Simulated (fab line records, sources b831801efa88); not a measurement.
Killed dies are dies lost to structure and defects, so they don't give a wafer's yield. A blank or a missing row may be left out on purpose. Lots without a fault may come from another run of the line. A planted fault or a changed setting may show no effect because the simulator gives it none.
Chamber matching | flow sky130 | SKY_VIA2_ETCH_15 on rie_diel-02: 4 sister chambers
The step etches SiO2 in C4F8/O2/Ar, stops on TiN, target depth 546 nm, time 84 s. 8 wafers are shown with their chamber, then 9 later ones without.

WAFERS WITH THEIR CHAMBER
wafer  | chamber | bias_w (W) | oes_product_au (a.u.)
L083.1 | 0       | 1205       | 0.935
L083.6 | 2       | 1197       | 0.931
L086.1 | 2       | 1202       | 0.934
L086.4 | 0       | 1194       | 0.936
L086.6 | 1       | 1199       | 0.947
L087.1 | 3       | 1196       | 0.938
L087.4 | 1       | 1199       | 0.935
L087.5 | 3       | 1195       | 0.937

WAFERS WITHOUT THEIR CHAMBER
wafer  | bias_w (W) | oes_product_au (a.u.)
L095.1 | 1205       | 0.931
L095.4 | 1201       | 0.943
L095.5 | 1204       | 0.939
L096.2 | 1201       | 0.931
L096.3 | 1195       | 0.935
L096.4 | 1203       | 0.945
L097.1 | 1204       | 0.944
L097.3 | 1198       | 0.936
L097.4 | 1204       | 0.937

WHICH CHAMBER EACH WENT THROUGH
wafer  | from the rows above               | in truth
L095.1 | can't be placed: 2 or 0 or 3 or 1 | 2
L095.4 | can't be placed: 1 or 0 or 3 or 2 | 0
L095.5 | can't be placed: 1 or 0 or 2 or 3 | 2
L096.2 | can't be placed: 2 or 0 or 3 or 1 | 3
L096.3 | can't be placed: 3 or 0 or 2 or 1 | 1
L096.4 | can't be placed: 1 or 0 or 3 or 2 | 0
L097.1 | can't be placed: 1 or 0 or 3 or 2 | 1
L097.3 | can't be placed: 0 or 3 or 2 or 1 | 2
L097.4 | can't be placed: 0 or 2 or 1 or 3 | 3
Placed correctly: 0 of 9. Can't be placed from these rows: 9 (the true chamber is among the candidates in 9). Placed wrongly: 0.
How it was worked out, from the rows above alone: a wafer's distance from a chamber is the root of the sum, over the readings, of the square of ((its reading less the chamber's mean) divided by the reading's scatter). The wafer belongs to the nearest chamber; if the next one is less than 2 further off, it can't be placed. A chamber's mean is the mean of its shown wafers. The scatter: the root of (the sum of the squares of (reading less its chamber's mean) over the shown wafers, divided by (wafers less chambers)).
